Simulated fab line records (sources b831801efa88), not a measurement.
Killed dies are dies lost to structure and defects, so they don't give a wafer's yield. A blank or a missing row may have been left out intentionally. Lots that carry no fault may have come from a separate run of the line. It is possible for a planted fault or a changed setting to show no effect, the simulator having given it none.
Which of the tools did it? | flow sky130 | 12 lots with 36 wafers sampled at 5 steps, on a route of 708 steps

## WHAT THE GAUGES READ, wafer by wafer
SKY_CAP2M_THK_MEAS_04: measures by xrf.
lot  | measured     | on            | CAP2M_TIN_THK (nm)
L781 | day 40 06:40 | film-metro-04 | 201.3 202.7 200.5
L785 | day 41 14:16 | film-metro-02 | 197.0 198.5 199.2
L787 | day 41 21:22 | film-metro-03 | 193.7 192.2 192.6
L788 | day 42 08:33 | film-metro-04 | 201.0 199.8 203.9
L789 | day 42 15:37 | film-metro-03 | 194.6 193.4 195.7
L790 | day 42 18:12 | film-metro-04 | 197.1 194.0 193.9
L791 | day 43 00:49 | film-metro-02 | 199.1 199.4 197.5
L792 | day 43 06:58 | film-metro-03 | 196.3 197.9 195.4
L793 | day 43 20:11 | film-metro-03 | 197.2 199.6 199.1
L795 | day 44 18:44 | film-metro-04 | 200.5 198.3 202.0
L800 | day 45 23:08 | film-metro-03 | 197.7 196.8 199.0
L802 | day 46 14:17 | film-metro-02 | 197.2 199.3 201.2

SKY_VIA4_THK_MEAS_01.
lot  | measured     | on            | VIA4_HDPCVD_THK (nm)
L781 | day 42 05:32 | film-metro-04 | 1747 1740 1756
L785 | day 43 14:23 | film-metro-02 | 1765 1767 1755
L787 | day 43 21:06 | film-metro-02 | 1785 1778 1764
L788 | day 44 06:37 | film-metro-02 | 1759 1781 1779
L789 | day 44 14:52 | film-metro-02 | 1798 1782 1783
L790 | day 44 17:09 | film-metro-02 | 1743 1757 2629 1742 1755 2633
L791 | day 44 23:01 | film-metro-04 | 1759 2623 1751 1760 2620 1752
L792 | day 45 03:46 | film-metro-02 | 1743 1749 1751
L793 | day 45 18:00 | film-metro-04 | 1764 1741 1761
L795 | day 46 14:59 | film-metro-02 | 1743 2611 1764 1743 2611 1766
L800 | day 47 17:06 | film-metro-04 | 1752 1758 1745
L802 | day 48 05:29 | film-metro-04 | 1769 1758 1763

## TOOL THAT RAN EACH LOT (tool first, then ch and the chambers of the sampled wafers, then the start)
lot  | SKY_VIA3_CVD_21               | SKY_METAL4_SPUTTER_04        | SKY_VIA4_HDPCVD_00
L781 | cvd-w-01 ch 0,1, day 40 05:36 | pvd-sputter-02, day 40 06:18 | hdpcvd-01 ch 1,2, day 42 05:16
L785 | cvd-w-01 ch 0,1, day 41 13:13 | pvd-sputter-01, day 41 13:53 | hdpcvd-02 ch 0,1,2, day 43 14:11
L787 | cvd-w-01 ch 0,1, day 41 20:09 | pvd-sputter-04, day 41 21:01 | hdpcvd-02 ch 0,1, day 43 20:55
L788 | cvd-w-02 ch 0,1, day 42 07:30 | pvd-sputter-04, day 42 08:10 | hdpcvd-02 ch 1,2, day 44 06:25
L789 | cvd-w-01 ch 0,1, day 42 14:33 | pvd-sputter-02, day 42 15:16 | hdpcvd-02 ch 0,2, day 44 14:41
L790 | cvd-w-02 ch 0,1, day 42 17:08 | pvd-sputter-02, day 42 17:50 | hdpcvd-02 ch 0,1,2, day 44 16:58
L791 | cvd-w-01 ch 0,1, day 42 23:45 | pvd-sputter-02, day 43 00:27 | hdpcvd-02 ch 0,1,2, day 44 22:49
L792 | cvd-w-02 ch 0,1, day 43 05:51 | pvd-sputter-04, day 43 06:34 | hdpcvd-01 ch 0,1, day 45 03:35
L793 | cvd-w-01 ch 0,1, day 43 19:07 | pvd-sputter-02, day 43 19:49 | hdpcvd-01 ch 0,1,2, day 45 17:49
L795 | cvd-w-02 ch 0,1, day 44 17:40 | pvd-sputter-04, day 44 18:23 | hdpcvd-02 ch 0,1,2, day 46 14:49
L800 | cvd-w-02 ch 0,1, day 45 22:04 | pvd-sputter-02, day 45 22:46 | hdpcvd-01 ch 0,2, day 47 16:55
L802 | cvd-w-01 ch 0,1, day 46 13:11 | pvd-sputter-02, day 46 13:54 | hdpcvd-01 ch 1,2, day 48 05:18
- SKY_VIA3_CVD_21: deposits W, target thk 390 nm, time 117.31 s.
- SKY_METAL4_SPUTTER_04: material TiN, target thk 70 nm, time 58.3 s.
- SKY_VIA4_HDPCVD_00: deposits SiO2, target thk 1750 nm, time 291.7 s.

## WHAT THE TOOLS THEMSELVES READ (means of the sampled wafers that have a number; where no wafer has one, the mark that the record gives instead)
SKY_VIA3_CVD_21.
lot  | tool     | heater-power-w (W)
L781 | cvd-w-01 | 914
L785 | cvd-w-01 | 856
L787 | cvd-w-01 | 850
L788 | cvd-w-02 | 778
L789 | cvd-w-01 | 848
L790 | cvd-w-02 | 771
L791 | cvd-w-01 | 858
L792 | cvd-w-02 | 765
L793 | cvd-w-01 | 856
L795 | cvd-w-02 | 788
L800 | cvd-w-02 | 774
L802 | cvd-w-01 | 852

SKY_METAL4_SPUTTER_04.
lot  | tool           | throttle-valve-pct (%)
L781 | pvd-sputter-02 | 29.0
L785 | pvd-sputter-01 | 29.2
L787 | pvd-sputter-04 | 30.5
L788 | pvd-sputter-04 | 29.9
L789 | pvd-sputter-02 | 29.0
L790 | pvd-sputter-02 | 29.1
L791 | pvd-sputter-02 | 30.4
L792 | pvd-sputter-04 | 30.4
L793 | pvd-sputter-02 | 29.0
L795 | pvd-sputter-04 | 30.2
L800 | pvd-sputter-02 | 28.9
L802 | pvd-sputter-02 | 29.0

SKY_VIA4_HDPCVD_00.
lot  | tool      | sih4-flow-sccm (sccm)
L781 | hdpcvd-01 | 60.05
L785 | hdpcvd-02 | 60.12
L787 | hdpcvd-02 | 60.16
L788 | hdpcvd-02 | 60.00
L789 | hdpcvd-02 | 59.96
L790 | hdpcvd-02 | 69.87
L791 | hdpcvd-02 | 70.04
L792 | hdpcvd-01 | 59.93
L793 | hdpcvd-01 | 60.18
L795 | hdpcvd-02 | 70.04
L800 | hdpcvd-01 | 59.96
L802 | hdpcvd-01 | 59.91

## THE ANSWER, worked out from the rows above alone
Rule: usual is defined by the lots themselves. The widest of any qualifying gaps counts: lots, ordered by their means at a reading, are off when they make up no more than a third of the lots, leave a main group of 4 or more, and stand apart from it by 3 or more times the standard deviation of that group's means. Not used: any main group whose means are identical at the precision the tables above print for the reading. Also off: a lot with no number at a reading for which 4 or more lots have one. Any other lot the step has rows for is counted as sound. The gauges are gone through in route order, then the tools' own readings, and for those a lot's mean is taken as printed above. The first step at which some lot is off is used, and at that step the reading that is off furthest; a lot without a number counts as furthest.
Off: L790, L791, L795, at SKY_VIA4_THK_MEAS_01 (VIA4_HDPCVD_THK). The main group: mean 1763 nm, standard deviation 13.
A tool fits if, at a process step before that reading, it ran every lot that is off, and no sound lot after the first of them. The gauges at SKY_VIA4_THK_MEAS_01 aren't tried: what is off there is off at SKY_VIA4_HDPCVD_00 too, on other tools, and a gauge's error can't cause that. One fits: SKY_VIA4_HDPCVD_00 on hdpcvd-02. Its last sound lot is L789 (day 44 14:41), its first lot that is off L790 (day 44 16:58): a fault that began between those two fits.
On the lots that are off, the tool's own readings at SKY_VIA4_HDPCVD_00 differ by more than 5 times the standard deviation of the sound lots' means, which bears it out; sih4-flow-sccm reads 69.98 sccm there versus 60.03 sccm on the sound lots.

## WHAT HAD BEEN PUT IN BY THE SIMULATOR
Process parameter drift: hdpcvd-02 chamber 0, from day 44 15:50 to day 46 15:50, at SKY_VIA4_HDPCVD_00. A move of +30 in setting sih4-flow-sccm, from 60. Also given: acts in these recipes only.
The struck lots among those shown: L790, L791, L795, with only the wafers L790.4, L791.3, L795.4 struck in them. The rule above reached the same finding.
